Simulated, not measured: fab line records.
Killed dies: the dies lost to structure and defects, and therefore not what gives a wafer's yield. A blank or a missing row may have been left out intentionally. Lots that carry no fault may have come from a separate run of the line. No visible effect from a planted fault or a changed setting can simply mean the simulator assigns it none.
Matching of chambers || flow sky130 || SKY_PASSIVATION_CVD_02 on pecvd-03: 3 sister chambers
The step deposits Si3N4, target thk 540 nm. 6 wafers are shown with their chamber, then 7 later ones without.

== EACH WAFER AND ITS CHAMBER ==
{"wafer": "L084.3", "chamber": 2, "heaterPowerW (W)": 567, "rfFwdPowerW (W)": 450.0}
{"wafer": "L088.1", "chamber": 0, "heaterPowerW (W)": 894, "rfFwdPowerW (W)": 447.5}
{"wafer": "L088.2", "chamber": 1, "heaterPowerW (W)": 893, "rfFwdPowerW (W)": 447.9}
{"wafer": "L088.3", "chamber": 2, "heaterPowerW (W)": 684, "rfFwdPowerW (W)": 451.2}
{"wafer": "L092.1", "chamber": 0, "heaterPowerW (W)": 909, "rfFwdPowerW (W)": 450.4}
{"wafer": "L092.2", "chamber": 1, "heaterPowerW (W)": 892, "rfFwdPowerW (W)": 449.0}

== WAFERS WITH NO CHAMBER GIVEN ==
{"wafer": "L092.6", "heaterPowerW (W)": 730, "rfFwdPowerW (W)": 449.5}
{"wafer": "L096.3", "heaterPowerW (W)": 619, "rfFwdPowerW (W)": 447.9}
{"wafer": "L096.4", "heaterPowerW (W)": 629, "rfFwdPowerW (W)": 446.5}
{"wafer": "L096.6", "heaterPowerW (W)": 712, "rfFwdPowerW (W)": 448.7}
{"wafer": "L097.1", "heaterPowerW (W)": 874, "rfFwdPowerW (W)": 449.1}
{"wafer": "L097.3", "heaterPowerW (W)": 580, "rfFwdPowerW (W)": 451.2}
{"wafer": "L097.5", "heaterPowerW (W)": 618, "rfFwdPowerW (W)": 452.3}

== CHAMBER TAKEN BY EACH ==
{"wafer": "L092.6", "from the rows above": "can't be placed: 2 or 1 or 0", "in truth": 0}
{"wafer": "L096.3", "from the rows above": 2, "in truth": 2}
{"wafer": "L096.4", "from the rows above": 2, "in truth": 2}
{"wafer": "L096.6", "from the rows above": "can't be placed: 2 or 1 or 0", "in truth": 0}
{"wafer": "L097.1", "from the rows above": "can't be placed: 0 or 1", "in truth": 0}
{"wafer": "L097.3", "from the rows above": 2, "in truth": 2}
{"wafer": "L097.5", "from the rows above": 2, "in truth": 2}
Correct placement for 4 of the 7. Not placeable from these rows: 3 (in 3, the candidates include the true chamber). Wrongly placed: 0.
How it was worked out, from the rows above alone: a wafer's distance from a chamber is the root of the sum, over the readings, of the square of ((its reading less the chamber's mean) divided by the reading's scatter). The wafer belongs to the nearest chamber; if the next one is less than 2 further off, it can't be placed. For every chamber, the mean is computed from those of its wafers that are shown. The scatter: take each reading less its chamber's mean, square it, sum over the shown wafers, divide by the number of wafers less the number of chambers, and take the root.
